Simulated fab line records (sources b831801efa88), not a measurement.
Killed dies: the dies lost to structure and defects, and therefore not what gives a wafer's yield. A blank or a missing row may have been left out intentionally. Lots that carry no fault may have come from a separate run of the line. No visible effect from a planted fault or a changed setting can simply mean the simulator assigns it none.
Struck lot and sound lot, side by side ; flow sky130 ; 16 steps out of a route of 708
Sound: the wafers L500.1, L500.4, L500.5. Struck: wafer L509.5. (L509.3 of the same lot was not struck and is left out.) The cause comes at the end.
Each step with rows lists, per side, the tool, then ch with its chambers, then its first start. Under that, the readings that differ: sound wafers ; struck wafers ; difference of the means ; sigmas: that difference in standard deviations of wafers without a fault.
alike: readings with means less than 2 such deviations apart, plus words and numbers identical on both sides. not compared: withheld readings, readings lacking a value on some wafer, bounds such as >300 that could conceal the same value, and numbers that have no deviation in the record and whose values overlap.
Wherever a step has rows on one side only, a row that says differs or no value, or a row with sigmas, the two part there. Numbers that don't overlap but have no deviation are shown without sigmas and don't part them. A reading missing from all wafers of one side parts the sides only when that side holds two or more wafers.

first, 1 step without rows for these wafers: SKY_VT_ADJUST_NCORE_DEVELOP_06 (develop time 60 s).
SKY_VT_ADJUST_NCORE_CD_MEAS_07: target cd 380 nm.
  sound on cd-sem-01 at day 8 16:34; struck on cd-sem-01 at day 12 01:00
  alike: cd-nm
SKY_VT_ADJUST_NCORE_OVL_MEAS_08:
  sound on overlay-01 at day 8 16:41; struck on overlay-02 at day 12 01:06
  alike: VT_ADJUST_NCORE_OVL
following that, these wafers have no rows for 1 step: SKY_VT_ADJUST_NCORE_IMPLANT_09.
SKY_VT_ADJUST_NCORE_STRIP_10: strips in O2/N2.
  sound on plasma-asher-03 ch 0,1, day 8 16:53; struck on plasma-asher-03 ch 0, day 12 01:18
  alike: drypump-motor-current-A, oes-product-au, strip-time-to-endpoint-s
  not compared: rf-hours-counter-h
SKY_VT_ADJUST_NCORE_TW_MEAS_11:
  sound on film-metro-04 at day 8 16:59; struck on film-metro-04 at day 12 01:23
  alike: VT_ADJUST_NCORE_TW
then, 6 steps without rows for these wafers: SKY_VT_ADJUST_HVTR_DEHYDRATE_00 (time 60 s); SKY_VT_ADJUST_HVTR_HMDS_01 (prime time 60 s); SKY_VT_ADJUST_HVTR_COAT_02 (resist thk 1140 nm); SKY_VT_ADJUST_HVTR_SOFTBAKE_03 (time 60 s); SKY_VT_ADJUST_HVTR_EXPOSE_04 (exposes mask HVTRM, target cd 380 nm); SKY_VT_ADJUST_HVTR_PEB_05.
SKY_VT_ADJUST_HVTR_DEVELOP_06: develop time 60 s.
  sound on litho-track-02 ch 0, day 9 14:30; struck on litho-track-01 ch 0, day 13 02:13
SKY_VT_ADJUST_HVTR_CD_MEAS_07: target cd 380 nm.
  sound on cd-sem-02 at day 9 14:39; struck on cd-sem-01 at day 13 02:21
reading;sound;struck;difference;sigmas
cd-nm (nm);376.7 374.5 376.3;398.9;+23.1;+10
SKY_VT_ADJUST_HVTR_OVL_MEAS_08:
  sound on overlay-02 at day 9 14:46; struck on overlay-02 at day 13 02:27
reading;sound;struck;difference;sigmas
VT_ADJUST_HVTR_OVL (nm);0.1 -0.5 1.1;3.6;+3.4;+2
-- the record jumps here: 36 days lie between the struck wafers' starts before and after (it left off in module VT_ADJUST_HVTR and takes up again in module PAD_OPEN, whose first step shown is number 708 of the route) --
SKY_PAD_OPEN_PROBE_99:
  sound on prober-02 at day 46 10:37; struck on prober-02 at day 48 21:00
reading;sound;struck;difference;sigmas
killed-at-front-end;27 23 25;10;-15;-3
  alike: killed_at_M0_to_M3, killed_at_M4_up, killed-at-contacts, killed-at-other, killed-dies, killed-open, killed-short

## WHERE THEY PART
At SKY_VT_ADJUST_HVTR_CD_MEAS_07 first; at SKY_PAD_OPEN_PROBE_99 last (within this record only).

WHY: whatever the simulator had introduced
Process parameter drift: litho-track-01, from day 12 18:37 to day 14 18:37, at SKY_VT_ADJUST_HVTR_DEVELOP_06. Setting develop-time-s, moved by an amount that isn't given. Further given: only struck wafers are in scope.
